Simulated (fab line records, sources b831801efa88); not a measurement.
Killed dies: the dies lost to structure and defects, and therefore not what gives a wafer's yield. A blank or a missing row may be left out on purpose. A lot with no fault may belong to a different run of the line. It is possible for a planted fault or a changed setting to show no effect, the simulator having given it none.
Matching of chambers | flow sky130 | SKY_CONTACT_CMP_04 on cmp-01 has 4 sister chambers
The step polishes SiO2. 8 wafers are shown with their chamber, then 7 later ones without.

## WAFERS PAIRED WITH THEIR CHAMBERS
wafer  | chamber | motor_current_A (A) | time_to_endpoint_s (s)
L219.6 | 0       | 12.1                | 85
L220.1 | 1       | 11.0                | 86
L220.5 | 0       | 11.4                | 86
L223.3 | 2       | 11.3                | 78
L223.4 | 3       | 12.5                | 87
L223.6 | 2       | 11.1                | 85
L234.1 | 1       | 10.0                | 81
L234.2 | 3       | 12.0                | 81

## WAFERS WITHOUT THEIR CHAMBER
wafer  | motor_current_A (A) | time_to_endpoint_s (s)
L234.6 | 12.2                | 82
L236.1 | 11.0                | 89
L236.2 | 12.4                | 81
L236.5 | 10.5                | 84
L238.2 | 12.0                | 85
L238.4 | 10.7                | 88
L238.5 | 12.6                | 87

## EACH ONE'S CHAMBER
wafer  | from the rows above               | in truth
L234.6 | can't be placed: 3 or 0 or 2      | 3
L236.1 | can't be placed: 1 or 0 or 2 or 3 | 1
L236.2 | can't be placed: 3 or 0 or 2      | 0
L236.5 | can't be placed: 1 or 2           | 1
L238.2 | can't be placed: 0 or 3 or 2      | 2
L238.4 | can't be placed: 1 or 2 or 0      | 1
L238.5 | can't be placed: 3 or 0           | 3
Correctly placed: 0 of 7. These rows do not allow placing 7 (true chamber among the candidates in 7). Placed wrongly: 0.
How it was worked out, from the rows above alone: a wafer's distance from a chamber is the root of the sum, over the readings, of the square of ((its reading less the chamber's mean) divided by the reading's scatter). The wafer belongs to the nearest chamber; if the next one is less than 2 further off, it can't be placed. For every chamber, the mean is computed from those of its wafers that are shown. The scatter: the root of (the sum of the squares of (reading less its chamber's mean) over the shown wafers, divided by (wafers less chambers)).
